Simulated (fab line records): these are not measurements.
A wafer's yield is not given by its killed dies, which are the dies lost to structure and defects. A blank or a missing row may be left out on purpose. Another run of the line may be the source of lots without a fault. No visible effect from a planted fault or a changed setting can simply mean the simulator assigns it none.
Comparing a struck lot with a sound one | flow sky130 | 14 out of 708 route steps
Sound: the wafers L880.2, L880.5, L880.6. Struck: wafers L887.2, L887.4, L887.6. The cause is given at the end.
Order at every step that has rows: each side's tool, ch and its chambers, its first start. Under that, the readings that differ: sound wafers | struck wafers | difference of the means | sigmas: that difference in standard deviations of wafers without a fault.
alike: readings with means less than 2 such deviations apart, plus words and numbers identical on both sides. not compared: withheld readings, readings lacking a value on some wafer, bounds such as >300 that could conceal the same value, and numbers that have no deviation in the record and whose values overlap.
Wherever a step has rows on one side only, a row that says differs or no value, or a row with sigmas, the two part there. Numbers that have no deviation but don't overlap get no sigmas and don't part them. A reading that every wafer of one side lacks parts them only if that side has two wafers or more.

first, 1 step without rows for these wafers: SKY_VT_ADJUST_LVTN_IMPLANT_19.
SKY_VT_ADJUST_LVTN_STRIP_20: strips in O2/N2.
  sound on plasma-asher-03 ch 0,1, day 10 17:31; struck on plasma-asher-03 ch 0,1, day 12 14:58
  alike: drypump-motor-current-A, oes-product-au, strip-time-to-endpoint-s
  not compared: rf-hours-counter-h
SKY_VT_ADJUST_LVTN_TW_MEAS_21:
  sound: film-metro-03 at day 10 17:38; struck: film-metro-03 at day 12 15:05
  alike: VT_ADJUST_LVTN_2_TW
then, 7 steps without rows for these wafers: SKY_VT_ADJUST_NCORE_DEHYDRATE_00 (time 60 s); SKY_VT_ADJUST_NCORE_HMDS_01 (prime time 60 s); SKY_VT_ADJUST_NCORE_COAT_02 (resist thk 1140 nm); SKY_VT_ADJUST_NCORE_SOFTBAKE_03 (time 60 s); SKY_VT_ADJUST_NCORE_EXPOSE_04 (exposes mask LVTN COMPLEMENT THIN, target cd 380 nm); SKY_VT_ADJUST_NCORE_PEB_05; SKY_VT_ADJUST_NCORE_DEVELOP_06 (develop time 60 s).
SKY_VT_ADJUST_NCORE_CD_MEAS_07: target cd 380 nm.
  sound: cd-sem-02 at day 11 17:37; struck: cd-sem-02 at day 13 16:28
  alike: cd-nm
SKY_VT_ADJUST_NCORE_OVL_MEAS_08:
  sound: overlay-02 at day 11 17:43; struck: overlay-02 at day 13 16:34
  alike: VT_ADJUST_NCORE_OVL
SKY_VT_ADJUST_NCORE_IMPLANT_09:
  sound on implanter-03 ch 0, day 11 17:46; struck on implanter-02 ch 0, day 13 16:37
  reading       | sound                            | struck                           | difference  | sigmas
  dose-ions-cm2 | 2.4025e+12 2.4011e+12 2.3988e+12 | 2.3473e+12 2.3484e+12 2.3496e+12 | -5.2367e+10 | -18
  alike: faraday-current-uA
SKY_VT_ADJUST_NCORE_STRIP_10: strips in O2/N2.
  sound on plasma-asher-04 ch 0,1, day 11 17:53; struck on plasma-asher-04 ch 0,1, day 13 16:44
  reading                      | sound             | struck            | difference | sigmas
  strip-time-to-endpoint-s (s) | 14.20 14.22 14.16 | 14.11 14.12 14.10 | -0.08      | -2
  alike: drypump-motor-current-A, oes-product-au
  not compared: rf-hours-counter-h

## WHERE THEY PART
Earliest at SKY_VT_ADJUST_NCORE_IMPLANT_09; latest, in this record, at SKY_VT_ADJUST_NCORE_STRIP_10.

WHY: what the simulator had put in
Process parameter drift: implanter-02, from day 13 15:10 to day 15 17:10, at SKY_VT_ADJUST_NCORE_IMPLANT_09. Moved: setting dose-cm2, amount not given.
